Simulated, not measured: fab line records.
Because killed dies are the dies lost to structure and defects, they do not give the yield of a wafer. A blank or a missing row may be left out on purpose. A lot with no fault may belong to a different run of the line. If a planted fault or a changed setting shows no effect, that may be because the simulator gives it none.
Chamber matching | flow sky130 | 4 sister chambers for SKY_CONTACT_ETCH_16 on rie-diel-02
The step etches BARC in N2/H2, stops on SiO2, time 45.9 s, target depth 60 nm. 18 wafers are shown with their chamber, then 9 later ones without.

WAFERS PAIRED WITH THEIR CHAMBERS
wafer  | chamber | drypump-motor-current-A (A) | oes-product-au (a.u.) | h2-flow-sccm (sccm)
L619.2 | 2       | 6.4                         | 0.857                 | 199.3
L619.3 | 3       | 4.8                         | 0.852                 | 200.7
L619.4 | 0       | 5.9                         | 0.855                 | 199.6
L620.1 | 2       | 6.4                         | 0.851                 | 199.7
L620.5 | 2       | 6.4                         | 0.856                 | 199.9
L620.6 | 1       | 6.1                         | 0.851                 | 200.0
L623.1 | 3       | 4.8                         | 0.850                 | 199.4
L623.3 | 1       | 6.1                         | 0.854                 | 200.9
L623.4 | 2       | 6.4                         | 0.854                 | 200.2
L624.3 | 3       | 4.9                         | 0.855                 | 200.4
L624.4 | 1       | 6.2                         | 0.855                 | 199.8
L624.5 | 0       | 5.9                         | 0.857                 | 200.7
L628.3 | 2       | 6.4                         | 0.856                 | 197.9
L628.4 | 2       | 6.4                         | 0.859                 | 199.7
L628.6 | 0       | 5.9                         | 0.861                 | 200.3
L631.1 | 0       | 5.9                         | 0.857                 | 199.4
L631.5 | 3       | 4.9                         | 0.855                 | 199.3
L631.6 | 0       | 5.9                         | 0.853                 | 199.3

SIGNATURES, as means of the wafers listed above
reading                 | chamber 0 | chamber 1 | chamber 2 | chamber 3 | scatter within a chamber
drypump-motor-current-A | 5.900     | 6.133     | 6.400     | 4.850     | 0.0345
oes-product-au          | 0.85660   | 0.85333   | 0.85550   | 0.85300   | 0.00266
h2-flow-sccm            | 199.860   | 200.233   | 199.450   | 199.950   | 0.706
Rule: for each reading, subtract the chamber's mean from the wafer's reading, divide by that reading's scatter and square the result; add these up over the readings and take the root, which gives the wafer's distance from the chamber. The wafer belongs to the nearest chamber; if the next one is less than 2 further off, it can't be placed. How the scatter is found: for the shown wafers, subtract from each reading the mean of its chamber, square and add these, divide the total by (wafers less chambers), then take the root.

WAFERS WITHOUT THEIR CHAMBER
wafer  | drypump-motor-current-A (A) | oes-product-au (a.u.) | h2-flow-sccm (sccm)
L637.1 | 6.4                         | 0.854                 | 200.4
L637.3 | 5.9                         | 0.850                 | 200.4
L637.5 | 6.1                         | 0.851                 | 199.9
L638.1 | 6.2                         | 0.849                 | 199.2
L638.5 | 6.4                         | 0.849                 | 200.4
L638.6 | 4.8                         | 0.854                 | 200.3
L640.2 | 6.1                         | 0.858                 | 199.0
L640.3 | 6.3                         | 0.854                 | 200.0
L640.4 | 5.9                         | 0.847                 | 199.8

WHICH CHAMBER EACH WENT THROUGH
wafer  | from the rows above     | in truth
L637.1 | 2                       | 2
L637.3 | 0                       | 0
L637.5 | 1                       | 1
L638.1 | 1                       | 1
L638.5 | 2                       | 2
L638.6 | 3                       | 3
L640.2 | 1                       | 1
L640.3 | can't be placed: 2 or 1 | 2
L640.4 | 0                       | 0
Correct placement for 8 of the 9. Can't be placed from these rows: 1 (the true chamber is among the candidates in 1). Placed wrongly: 0.
